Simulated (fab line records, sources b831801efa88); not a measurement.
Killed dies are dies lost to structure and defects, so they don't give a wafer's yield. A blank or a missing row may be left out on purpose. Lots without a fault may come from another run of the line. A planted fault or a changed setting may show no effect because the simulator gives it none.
Which tool did it? | flow sky130 | 13 lots, 39 wafers sampled, at 3 steps of a route of 708

WHAT THE GAUGES READ, wafer by wafer
SKY_LDD_HVP_TW_MEAS_10. Usual: LDD_HVP_TW 458, standard deviation 7.3.
lot  | measured     | on            | LDD_HVP_TW  | flag
L933 | day 21 03:43 | film_metro-01 | 449 447 447 |
L934 | day 21 14:50 | film_metro-01 | 447 448 447 |
L935 | day 22 05:22 | film_metro-03 | 458 460 460 |
L938 | day 22 21:14 | film_metro-03 | 461 461 459 |
L940 | day 24 04:52 | film_metro-04 | 465 465 465 |
L942 | day 24 12:55 | film_metro-01 | 454 451 451 |
L943 | day 25 02:22 | film_metro-04 | 466 471 466 |
L944 | day 25 11:55 | film_metro-01 | 447 448 450 |
L945 | day 25 21:38 | film_metro-01 | 446 448 448 |
L946 | day 26 01:24 | film_metro-04 | 466 466 468 |
L948 | day 26 16:04 | film_metro-03 | 459 460 460 |
L954 | day 29 04:04 | film_metro-03 | 459 459 462 |
L956 | day 29 17:43 | film_metro-04 | 466 466 466 |

SKY_SD_N_RS_MEAS_16: measures by four-point-probe. Usual: SD_N_RS 68.57 ohm/sq, standard deviation 0.12.
lot  | measured     | on            | SD_N_RS (ohm/sq)                    | flag
L933 | day 27 10:37 | film_metro-02 | 68.58 68.83 68.64                   |
L934 | day 27 22:23 | film_metro-02 | 68.71 68.56 68.59                   |
L935 | day 28 11:20 | film_metro-02 | 68.63 68.65 68.70                   |
L938 | day 29 00:27 | film_metro-01 | 68.56 68.59 68.60                   |
L940 | day 30 07:13 | film_metro-03 | 68.50 68.56 68.61                   |
L942 | day 30 14:13 | film_metro-02 | 68.85 68.91 68.70                   |
L943 | day 31 07:03 | film_metro-02 | 68.54 68.64 68.43                   |
L944 | day 31 13:35 | film_metro-02 | 68.43 68.64 68.44                   |
L945 | day 31 22:02 | film_metro-01 | 68.43 68.39 68.47                   |
L946 | day 31 23:08 | film_metro-01 | 63.14 63.28 63.25 63.32 63.25 63.19 | OFF
L948 | day 32 15:11 | film_metro-02 | 63.25 63.42 63.29 63.26 63.40 63.27 | OFF
L954 | day 34 23:55 | film_metro-03 | 68.45 68.56 68.63                   |
L956 | day 35 11:01 | film_metro-03 | 68.40 68.38 68.37                   |

WHICH TOOL RAN EACH LOT (tool, then ch and the chambers of the sampled wafers, then the start)
lot  | SKY_SD_N_RTA_14
L933 | rtp_anneal-02 ch 0, day 27 10:26
L934 | rtp_anneal-02 ch 0, day 27 22:12
L935 | rtp_anneal-01 ch 0, day 28 11:10
L938 | rtp_anneal-01 ch 0, day 29 00:16
L940 | rtp_anneal-02 ch 0, day 30 07:02
L942 | rtp_anneal-02 ch 0, day 30 14:02
L943 | rtp_anneal-01 ch 0, day 31 06:53
L944 | rtp_anneal-02 ch 0, day 31 13:24
L945 | rtp_anneal-01 ch 0, day 31 21:50
L946 | rtp_anneal-02 ch 0, day 31 22:57
L948 | rtp_anneal-02 ch 0, day 32 15:01
L954 | rtp_anneal-01 ch 0, day 34 23:41
L956 | rtp_anneal-02 ch 0, day 35 10:50
- SKY_SD_N_RTA_14: time 2 s.

WHAT THE TOOLS THEMSELVES READ (means of the sampled wafers that have a number; where no wafer has one, the mark that the record gives instead)
SKY_SD_N_RTA_14. Usual: lamp_power_pct 15.74 %, standard deviation 0.053; wafer_temp_C_max 1078.1, standard deviation 1.5.
lot  | tool          | lamp_power_pct (%) | wafer_temp_C_max | flag
L933 | rtp_anneal-02 | 15.71              | 1078.3           |
L934 | rtp_anneal-02 | 15.75              | 1077.5           |
L935 | rtp_anneal-01 | 15.76              | 1079.5           |
L938 | rtp_anneal-01 | 15.67              | 1076.3           |
L940 | rtp_anneal-02 | 15.77              | 1078.0           |
L942 | rtp_anneal-02 | 15.76              | 1079.1           |
L943 | rtp_anneal-01 | 15.77              | 1077.3           |
L944 | rtp_anneal-02 | 15.74              | 1077.8           |
L945 | rtp_anneal-01 | 15.72              | 1077.4           |
L946 | rtp_anneal-02 | 16.51              | 1109.1           | OFF
L948 | rtp_anneal-02 | 16.57              | 1106.8           | OFF
L954 | rtp_anneal-01 | 15.68              | 1078.7           |
L956 | rtp_anneal-02 | 15.74              | 1077.9           |

THE ANSWER, worked out from the rows above alone
Rule: a lot is off if the mean of its wafers that have a number lies more than 3 standard deviations from the usual mean. A lot without any number at a reading at which 4 lots or more have one is off too. The other lots that the step has rows for count as sound. The gauges are gone through in route order, then the tools' own readings, and for those a lot's mean is taken as printed above. The first step at which some lot is off is used, and at that step the reading that is off furthest; a lot without a number counts as furthest.
Off: L946, L948, at SKY_SD_N_RS_MEAS_16 (SD_N_RS).
A tool fits if, at a process step before that reading, it ran every lot that is off, and no sound lot after the first of them. The gauges at SKY_SD_N_RS_MEAS_16 aren't tried: what is off there is off at SKY_SD_N_RTA_14 too, on other tools, and a gauge's error can't cause that. None of those tried fits.

WHAT THE SIMULATOR HAD PUT IN
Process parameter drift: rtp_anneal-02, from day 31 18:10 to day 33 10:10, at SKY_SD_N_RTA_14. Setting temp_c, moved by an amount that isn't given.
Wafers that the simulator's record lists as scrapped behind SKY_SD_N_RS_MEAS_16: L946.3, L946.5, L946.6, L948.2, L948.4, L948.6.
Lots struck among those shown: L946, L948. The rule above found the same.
